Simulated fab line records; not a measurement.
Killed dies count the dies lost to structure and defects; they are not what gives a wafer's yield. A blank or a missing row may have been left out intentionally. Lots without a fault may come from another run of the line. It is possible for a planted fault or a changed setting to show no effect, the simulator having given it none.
fab line records | flow sky130
record: lots: 12 | wafers: 36 | last-day: 50
route steps=708 shown SD_N@346 LI_CONTACT@376
lots untouched by any fault: they come from a run of this same line in which no faults occurred
start-h: hours from the record's opening day to when the first of the lot's shown wafers began | wait-h: time in hours since the lot's previous step | " same as the row above | L1.1+2: one row covering several wafers at once | - either no value or no given start | * or withheld: withheld | < > ~ a bound
route shown NAME@n: a module of which the file shows steps, and the number in the route of the first | usual: mean and standard deviation over wafers with no fault | same: alike in all rows | chamber/n: place in a boat | sites: readings site by site | _std_site: standard deviation across them | _edge_site: the outer-site mean with the inner-site mean subtracted | radius-mm: for every site, how far away it sits from the centre of the wafer | mask NAME#n: copy n | behind: the most recent tool/chamber to have shaped the wafer | hold: reason for holding the lot/hours on hold/outcome of the hold | device: the n, p or np transistor that did not switch | end of line: the tests these same wafers got at the end of their route | a step given without rows: its recipe and nothing more | killed: dies lost to structure and defects at the first sort, not the wafer's yield | map: dies across one wafer; x = killed, . = not, _ = none there
set.NAME: the run value of the setting; set.NAME@STEP: its run value at that earlier step | model.NAME: the simulator's own value behind a step, which no gauge read
one table for each step of the route and one row for each wafer, over a sample of lots
services: from which hour (start-h, from the record's first day; less than 0 if before it) a tool's chamber was out of use, for how many hours, and why
== steps ==
step: SKY_SD_N_EXPOSE_04
recipe: mask-id: NSDM | na: 0.6 | source-shape: conventional | sigma-outer: 0.6 | polarization: unpolarized | target-cd-nm: 380 | dose-mj: 141
lot.wafer  | tool             | chamber | start-h | wait-h | mask
L616.1+2+6 | iline-stepper-01 | 0       | 653.72  | -      | NSDM#0
L618.4+5+6 | iline-stepper-02 | 0       | 671.79  | -      | NSDM#0
L619.2+5+6 | iline-stepper-02 | 0       | 672.35  | -      | NSDM#0
L620.2+4+6 | iline-stepper-01 | 0       | 691.17  | -      | NSDM#0
L621.2+4+5 | iline-stepper-01 | 0       | 711.33  | -      | NSDM#0
L623.1+5+6 | iline-stepper-02 | 0       | 712.90  | -      | NSDM#0
L624.2+3+4 | iline-stepper-02 | 0       | 721.54  | -      | NSDM#0
L625.2+3+5 | iline-stepper-02 | 0       | 731.33  | -      | NSDM#0
L626.2+3+4 | iline-stepper-02 | 0       | 737.03  | -      | NSDM#0
L634.1+2+4 | iline-stepper-01 | 0       | 789.35  | -      | NSDM#0
L636.2+3+5 | iline-stepper-01 | 0       | 802.28  | -      | NSDM#0
L638.1+4+5 | iline-stepper-01 | 0       | 810.83  | -      | NSDM#0
step: SKY_SD_N_OVL_MEAS_08
usual: SD_N_OVL: 1.1/1.6
lot.wafer | tool       | chamber | start-h | wait-h | SD_N_OVL[nm]
L616.1    | overlay-02 | -       | 668.85  | 0.1    | -2.5
L616.2    | "          | -       | "       | "      | -0.2
L616.6    | "          | -       | "       | "      | -1.0
L618.4    | overlay-01 | -       | 684.56  | 0.1    | 1.5
L618.5    | "          | -       | "       | "      | 1.3
L618.6    | "          | -       | "       | "      | 1.4
L619.2    | overlay-01 | -       | 684.98  | 0.1    | 0.8
L619.5    | "          | -       | "       | "      | -0.8
L619.6    | "          | -       | "       | "      | -0.1
L620.2    | overlay-02 | -       | 706.00  | 0.1    | -1.2
L620.4    | "          | -       | "       | "      | -0.8
L620.6    | "          | -       | "       | "      | -0.9
L621.2    | overlay-02 | -       | 724.33  | 0.1    | 1.8
L621.4    | "          | -       | "       | "      | 4.1
L621.5    | "          | -       | "       | "      | 0.2
L623.1    | overlay-01 | -       | 726.00  | 0.1    | -101.6
L623.5    | "          | -       | "       | "      | -101.6
L623.6    | "          | -       | "       | "      | -102.5
L624.2    | overlay-02 | -       | 735.61  | 0.1    | -100.7
L624.3    | "          | -       | "       | "      | -100.7
L624.4    | "          | -       | "       | "      | -100.8
L625.2    | overlay-02 | -       | 743.91  | 0.1    | -103.0
L625.3    | "          | -       | "       | "      | -100.5
L625.5    | "          | -       | "       | "      | -104.4
L626.2    | overlay-02 | -       | 750.26  | 0.1    | -100.1
L626.3    | "          | -       | "       | "      | -100.1
L626.4    | "          | -       | "       | "      | -102.2
L634.1    | overlay-01 | -       | 802.19  | 0.1    | 4.1
L634.2    | "          | -       | "       | "      | 3.5
L634.4    | "          | -       | "       | "      | 2.0
L636.2    | overlay-02 | -       | 814.98  | 0.1    | 0.8
L636.3    | "          | -       | "       | "      | -1.1
L636.5    | "          | -       | "       | "      | -3.6
L638.1    | overlay-02 | -       | 824.38  | 0.1    | 0.4
L638.4    | "          | -       | "       | "      | 1.9
L638.5    | "          | -       | "       | "      | -0.2
step: SKY_SD_N_RTA_14
recipe: temp-c: 1075 | time-s: 2 | idle-temp-c: 650 | ramp-up-c-per-s: 150 | ramp-down-c-per-s: 90 | ambient: N2
usual: lamp-power-pct: 15.74/0.052 | wafer_temp_C_max: 1078.3/1.4
lot.wafer | tool          | chamber | start-h | wait-h | lamp-power-pct | wafer_temp_C_max
L616.1    | rtp-anneal-02 | 0       | 669.40  | 0.0    | 15.77          | 1076.3
L616.2    | "             | 0       | "       | "      | 15.70          | 1080.2
L616.6    | "             | 0       | "       | "      | 15.84          | 1080.6
L618.4    | rtp-anneal-02 | 0       | 685.12  | 0.0    | 15.66          | 1077.8
L618.5    | "             | 0       | "       | "      | 15.78          | 1076.9
L618.6    | "             | 0       | "       | "      | 15.68          | 1078.6
L619.2    | rtp-anneal-01 | 0       | 685.53  | 0.0    | 15.77          | 1077.8
L619.5    | "             | 0       | "       | "      | 15.74          | 1078.3
L619.6    | "             | 0       | "       | "      | 15.67          | 1078.0
L620.2    | rtp-anneal-02 | 0       | 706.55  | 0.0    | 15.73          | 1078.3
L620.4    | "             | 0       | "       | "      | 15.80          | 1079.0
L620.6    | "             | 0       | "       | "      | 15.67          | 1076.8
L621.2    | rtp-anneal-01 | 0       | 724.88  | 0.0    | 15.73          | 1079.8
L621.4    | "             | 0       | "       | "      | 15.74          | 1077.0
L621.5    | "             | 0       | "       | "      | 15.78          | 1079.5
L623.1    | rtp-anneal-02 | 0       | 726.54  | 0.0    | 15.76          | 1081.3
L623.5    | "             | 0       | "       | "      | 15.76          | 1078.1
L623.6    | "             | 0       | "       | "      | 15.70          | 1080.6
L624.2    | rtp-anneal-02 | 0       | 736.20  | 0.0    | 15.81          | 1075.0
L624.3    | "             | 0       | "       | "      | 15.69          | 1077.3
L624.4    | "             | 0       | "       | "      | 15.77          | 1078.3
L625.2    | rtp-anneal-01 | 0       | 744.50  | 0.0    | 15.78          | 1077.0
L625.3    | "             | 0       | "       | "      | 15.72          | 1078.3
L625.5    | "             | 0       | "       | "      | 15.71          | 1078.5
L626.2    | rtp-anneal-02 | 0       | 750.89  | 0.0    | 15.81          | 1077.0
L626.3    | "             | 0       | "       | "      | 15.83          | 1080.9
L626.4    | "             | 0       | "       | "      | 15.63          | 1079.1
L634.1    | rtp-anneal-01 | 0       | 802.74  | 0.0    | 15.78          | 1078.2
L634.2    | "             | 0       | "       | "      | 15.75          | 1078.3
L634.4    | "             | 0       | "       | "      | 15.67          | 1078.9
L636.2    | rtp-anneal-02 | 0       | 815.54  | 0.0    | 15.73          | 1078.4
L636.3    | "             | 0       | "       | "      | 15.75          | 1076.7
L636.5    | "             | 0       | "       | "      | 15.67          | 1081.2
L638.1    | rtp-anneal-02 | 0       | 824.93  | 0.0    | 15.78          | 1078.9
L638.4    | "             | 0       | "       | "      | 15.69          | 1077.8
L638.5    | "             | 0       | "       | "      | 15.76          | 1079.6
step: SKY_LI_CONTACT_ETCH_14
recipe: chemistry: N2/H2 | target: BARC | ion-energy-ev: 200 | source-w: 500 | bias-w: 100 | pressure-mtorr: 30 | n2-flow-sccm: 100 | h2-flow-sccm: 200 | stop-on: SiO2 | time-s: 45.9 | target-depth-a: 600
usual: drypump-motor-current-A: 5.8/0.38 | oes-product-au: 0.854/0.0053 | throttle-valve-pct: 13.226/0.0086
lot.wafer | tool        | chamber | start-h | wait-h | drypump-motor-current-A | oes-product-au | rf-hours-counter-h | throttle-valve-pct
L616.1    | rie-diel-02 | 0       | 697.81  | 0.0    | 5.3                     | 0.845          | 4                  | 13.221
L616.2    | "           | 2       | "       | "      | 5.8                     | 0.850          | 5                  | 13.223
L616.6    | "           | 3       | "       | "      | 6.6                     | 0.856          | -                  | 13.214
L618.4    | rie-diel-03 | 3       | 714.78  | 0.0    | 5.7                     | 0.862          | 3                  | 13.220
L618.5    | "           | 1       | "       | "      | 5.1                     | 0.865          | -                  | 13.237
L618.6    | "           | 0       | "       | "      | 5.5                     | 0.857          | -                  | 13.232
L619.2    | rie-diel-02 | 1       | 715.59  | 0.0    | 5.7                     | 0.845          | 8                  | 13.213
L619.5    | "           | 2       | "       | "      | 5.8                     | 0.850          | -                  | 13.217
L619.6    | "           | 1       | "       | "      | 5.7                     | 0.845          | -                  | 13.223
L620.2    | rie-diel-03 | 0       | 735.16  | 0.0    | 5.5                     | 0.854          | 5                  | 13.243
L620.4    | "           | 2       | "       | "      | 5.9                     | 0.848          | -                  | 13.224
L620.6    | "           | 3       | "       | "      | 5.8                     | 0.860          | -                  | 13.215
L621.2    | rie-diel-03 | 0       | 752.74  | 0.0    | 5.5                     | 0.856          | 6                  | 13.208
L621.4    | "           | 3       | "       | "      | 5.7                     | 0.861          | 4                  | 13.219
L621.5    | "           | 1       | "       | "      | 5.1                     | 0.858          | -                  | 13.221
L623.1    | rie-diel-04 | 0       | 755.16  | 0.0    | 6.3                     | 0.850          | 11                 | 13.228
L623.5    | "           | 3       | "       | "      | 6.1                     | 0.848          | -                  | 13.221
L623.6    | "           | 2       | "       | "      | 5.6                     | 0.857          | -                  | 13.241
L624.2    | rie-diel-03 | 3       | 763.86  | 0.0    | 5.7                     | 0.850          | 5                  | 13.232
L624.3    | "           | 0       | "       | "      | 5.5                     | 0.853          | 6                  | 13.221
L624.4    | "           | 1       | "       | "      | 5.1                     | 0.857          | 13                 | 13.237
L625.2    | rie-diel-04 | 0       | 776.04  | 0.0    | 6.3                     | 0.857          | 12                 | 13.229
L625.3    | "           | 2       | "       | "      | 5.7                     | 0.859          | 17                 | 13.229
L625.5    | "           | 1       | "       | "      | 6.0                     | 0.859          | -                  | 13.233
L626.2    | rie-diel-04 | 3       | 779.21  | 0.0    | 6.1                     | 0.860          | 6                  | 13.223
L626.3    | "           | 1       | "       | "      | 6.0                     | 0.860          | 3                  | 13.227
L626.4    | "           | 0       | "       | "      | 6.3                     | 0.860          | 12                 | 13.212
L634.1    | rie-diel-03 | 2       | 830.99  | 0.0    | 5.9                     | 0.852          | 5                  | 13.230
L634.2    | "           | 3       | "       | "      | 5.7                     | 0.853          | 7                  | 13.229
L634.4    | "           | 0       | "       | "      | 5.5                     | 0.853          | 8                  | 13.225
L636.2    | rie-diel-02 | 3       | 843.26  | 0.0    | 6.6                     | 0.854          | 27                 | 13.234
L636.3    | "           | 1       | "       | "      | 5.7                     | 0.853          | 12                 | 13.241
L636.5    | "           | 3       | "       | "      | 6.7                     | 0.850          | -                  | 13.212
L638.1    | rie-diel-04 | 0       | 852.39  | 0.0    | 6.3                     | 0.851          | 14                 | 13.229
L638.4    | "           | 2       | "       | "      | 5.6                     | 0.858          | 18                 | 13.210
L638.5    | "           | 0       | "       | "      | 6.3                     | 0.860          | -                  | 13.227
step: SKY_LI_CONTACT_SPUTTER_19
recipe: material: Ti | target-thk-nm: 20 | chamber-pressure-pa: 5 | power-w: 2500 | substrate-temp-c: 200 | time-s: 106.37
usual: cathode-dc-power-W: 2500.1/0.42 | throttle-valve-pct: 30.2/0.91
lot.wafer | tool           | chamber | start-h | wait-h | cathode-dc-power-W | throttle-valve-pct
L616.1    | pvd-sputter-04 | -       | 698.24  | 0.0    | 2500.7             | 31.2
L616.2    | "              | -       | "       | "      | 2500.7             | 31.4
L616.6    | "              | -       | "       | "      | 2500.3             | 31.3
L618.4    | pvd-sputter-01 | -       | 715.21  | 0.0    | 2500.1             | 30.6
L618.5    | "              | -       | "       | "      | 2499.7             | 30.6
L618.6    | "              | -       | "       | "      | 2500.0             | 30.2
L619.2    | pvd-sputter-01 | -       | 716.01  | 0.0    | 2500.2             | 30.1
L619.5    | "              | -       | "       | "      | 2499.5             | 30.0
L619.6    | "              | -       | "       | "      | 2499.9             | 30.7
L620.2    | pvd-sputter-02 | -       | 735.59  | 0.0    | 2500.3             | 27.9
L620.4    | "              | -       | "       | "      | 2500.0             | 29.6
L620.6    | "              | -       | "       | "      | 2500.8             | 28.1
L621.2    | pvd-sputter-01 | -       | 753.16  | 0.0    | 2499.3             | 31.1
L621.4    | "              | -       | "       | "      | 2500.0             | 29.9
L621.5    | "              | -       | "       | "      | 2500.3             | 30.6
L623.1    | pvd-sputter-02 | -       | 755.59  | 0.0    | 2500.2             | 30.6
L623.5    | "              | -       | "       | "      | 2499.9             | 28.3
L623.6    | "              | -       | "       | "      | 2500.4             | 30.1
L624.2    | pvd-sputter-02 | -       | 764.30  | 0.0    | 2499.5             | 30.5
L624.3    | "              | -       | "       | "      | 2500.4             | 29.6
L624.4    | "              | -       | "       | "      | 2500.3             | 28.0
L625.2    | pvd-sputter-04 | -       | 776.63  | 0.0    | 2499.7             | 29.9
L625.3    | "              | -       | "       | "      | 2500.1             | 30.8
L625.5    | "              | -       | "       | "      | 2499.7             | 31.2
L626.2    | pvd-sputter-04 | -       | 779.65  | 0.0    | 2500.9             | 31.0
L626.3    | "              | -       | "       | "      | 2499.5             | 31.2
L626.4    | "              | -       | "       | "      | 2500.3             | 31.4
L634.1    | pvd-sputter-02 | -       | 831.42  | 0.0    | 2500.3             | 30.1
L634.2    | "              | -       | "       | "      | 2500.3             | 27.9
L634.4    | "              | -       | "       | "      | 2499.9             | 30.5
L636.2    | pvd-sputter-01 | -       | 843.69  | 0.0    | 2500.7             | 29.9
L636.3    | "              | -       | "       | "      | 2499.5             | 30.8
L636.5    | "              | -       | "       | "      | 2499.6             | 30.2
L638.1    | pvd-sputter-02 | -       | 852.81  | 0.0    | 2500.1             | 30.0
L638.4    | "              | -       | "       | "      | 2500.4             | 30.4
L638.5    | "              | -       | "       | "      | 2500.0             | 30.0
== services ==
tool             | chamber | start-h | hours | kind
iline-stepper-02 | -       | 633.30  | 6.0   | repair
rie-diel-04      | 1       | 642.17  | 5.5   | repair
iline-stepper-02 | -       | 643.10  | 1.7   | pm
rie-diel-04      | 2       | 648.43  | 10.5  | repair
pvd-sputter-02   | -       | 664.40  | 5.1   | repair
rie-diel-02      | -       | 669.68  | 0.6   | repair
rie-diel-04      | 2       | 692.65  | 7.1   | repair
iline-stepper-01 | -       | 697.33  | 1.7   | pm
iline-stepper-02 | -       | 703.77  | 8.9   | repair
pvd-sputter-02   | -       | 706.57  | 4.5   | repair
rie-diel-04      | 0       | 708.08  | 6.7   | repair
rie-diel-02      | 0       | 710.51  | 2.8   | repair
rie-diel-02      | 3       | 714.86  | 30.1  | repair
iline-stepper-01 | -       | 721.11  | 3.6   | repair
rie-diel-03      | 1       | 734.94  | 8.6   | repair
iline-stepper-01 | -       | 735.00  | 2.7   | repair
rie-diel-02      | 2       | 741.23  | 26.4  | repair
rie-diel-02      | 3       | 768.55  | 8.6   | repair
rie-diel-04      | 1       | 779.80  | 6.4   | repair
pvd-sputter-04   | -       | 793.80  | 1.4   | repair
rie-diel-04      | 2       | 799.34  | 2.8   | repair
pvd-sputter-01   | -       | 812.03  | 4.0   | repair
rie-diel-04      | -       | 840.68  | 1.1   | repair
iline-stepper-02 | -       | 852.33  | 2.1   | pm
== key ==
first-sign: step: SKY_SD_N_OVL_MEAS_08 | reading: SD_N_OVL | direction: down | sigmas: 63 | usual: 1.1 | struck: -101.5
effect none on later readings
met-at SKY_SD_N_EXPOSE_04
struck-lots L623,L624,L625,L626
tester-left-out L623,L624,L625,L626
not-acting-at SKY_SD_N_RTA_14,SKY_LI_CONTACT_ETCH_14,SKY_LI_CONTACT_SPUTTER_19
onset-between 672.35 712.90
fault: kind: scanner-matching-overlay | tool: iline-stepper-02 | chamber: - | onset-h: 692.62 | steps: SKY_SD_N_EXPOSE_04 | offset: -103.62
tester-left-out: of these lots the tester's yield and bins aren't shown, on N5 and GAA mostly nor the transistor test; their killed dies are dies lost to structure and defects alone, not to doping, threshold or leakage, so they don't give the yield
